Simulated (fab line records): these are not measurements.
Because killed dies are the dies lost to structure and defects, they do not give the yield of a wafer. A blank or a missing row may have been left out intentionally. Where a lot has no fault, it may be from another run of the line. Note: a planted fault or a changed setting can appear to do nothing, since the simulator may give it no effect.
Which tool was responsible? + flow sky130 + route of 708 steps, sampled at 1 step: 6 lots, 18 wafers

## WHAT THE GAUGES READ, wafer by wafer
SKY_LOCAL_INTERCONNECT_THK_MEAS_02: measures by xrf.
| lot  | measured     | on            | LOCAL_INTERCONNECT_TIN_THK (nm) |
|------|--------------|---------------|---------------------------------|
| L880 | day 29 12:40 | film_metro-03 | 97.3 97.4 97.6                  |
| L882 | day 30 04:56 | film_metro-01 | 100.7 100.1 102.2               |
| L886 | day 31 12:55 | film_metro-03 | 99.4 99.8 100.4                 |
| L889 | day 32 19:54 | film_metro-04 | 97.8 97.3 98.0                  |
| L894 | day 34 06:37 | film_metro-01 | 98.9 99.3 99.9                  |
| L896 | day 34 16:26 | film_metro-01 | 98.9 98.7 98.7                  |

## WHICH TOOL RAN EACH LOT (tool, then ch and the chambers of the sampled wafers, then the start)
There is no process step in the record ahead of these readings.

## THE ANSWER, worked out from the rows above alone
Rule: usual is defined by the lots themselves. The widest of any qualifying gaps counts: lots, ordered by their means at a reading, are off when they make up no more than a third of the lots, leave a main group of 4 or more, and stand apart from it by 3 or more times the standard deviation of that group's means. A main group is skipped when, at the precision printed for the reading in the tables above, its means are all equal. Also off: a lot with no number at a reading for which 4 or more lots have one. The other lots that the step has rows for count as sound.
Across all readings shown, no lot is off: no conclusion can be drawn from this.

## WHAT HAD BEEN PUT IN BY THE SIMULATOR
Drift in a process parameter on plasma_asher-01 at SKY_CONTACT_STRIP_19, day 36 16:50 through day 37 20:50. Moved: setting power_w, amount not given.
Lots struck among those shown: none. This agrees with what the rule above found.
